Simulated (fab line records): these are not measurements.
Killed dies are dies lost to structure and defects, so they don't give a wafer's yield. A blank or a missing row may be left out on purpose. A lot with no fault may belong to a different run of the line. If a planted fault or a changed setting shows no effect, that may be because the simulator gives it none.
Which tool did it? :: flow gf180mcu :: 6 lots, 18 wafers sampled, at 2 steps of a route of 602

WHAT THE GAUGES READ, wafer by wafer
GF_V2_BOW_MEAS_05.
lot: L925
measured: day 20 01:25
on: film metro-04
V2_BOW (um): 105 92 99

lot: L927
measured: day 20 14:43
on: film metro-03
V2_BOW (um): 98 94 95

lot: L938
measured: day 24 21:49
on: film metro-02
V2_BOW (um): 103 99 104

lot: L940
measured: day 25 04:00
on: film metro-04
V2_BOW (um): 92 98 88

lot: L942
measured: day 25 15:34
on: film metro-02
V2_BOW (um): 87 103 92

lot: L944
measured: day 26 05:53
on: film metro-02
V2_BOW (um): 93 105 101

TOOL THAT RAN EACH LOT (tool first, then ch and the chambers of the sampled wafers, then the start)
lot: L925
GF_M2_METAL_ETCH_16: rie metal-01 ch 0, day 20 00:03

lot: L927
GF_M2_METAL_ETCH_16: rie metal-02 ch 0,1, day 20 13:25

lot: L938
GF_M2_METAL_ETCH_16: rie metal-03 ch 0,1, day 24 20:15

lot: L940
GF_M2_METAL_ETCH_16: rie metal-03 ch 0,1, day 25 02:43

lot: L942
GF_M2_METAL_ETCH_16: rie metal-02 ch 1, day 25 14:16

lot: L944
GF_M2_METAL_ETCH_16: rie metal-01 ch 0,1, day 26 04:40
- GF_M2_METAL_ETCH_16: etches the open film in Cl2/BCl3, stops on SiO2, target depth 750.8 nm, time 125.1 s.

THE ANSWER, worked out from the rows above alone
Rule: the lots themselves supply what counts as usual. The widest of any qualifying gaps counts: lots, ordered by their means at a reading, are off when they make up no more than a third of the lots, leave a main group of 4 or more, and stand apart from it by 3 or more times the standard deviation of that group's means. Not used: any main group whose means are identical at the precision the tables above print for the reading. A lot without any number at a reading at which 4 lots or more have one is off too. The other lots that the step has rows for count as sound.
No lot is off on any of the readings shown, so nothing can be concluded from this.

WHAT THE SIMULATOR HAD PUT IN
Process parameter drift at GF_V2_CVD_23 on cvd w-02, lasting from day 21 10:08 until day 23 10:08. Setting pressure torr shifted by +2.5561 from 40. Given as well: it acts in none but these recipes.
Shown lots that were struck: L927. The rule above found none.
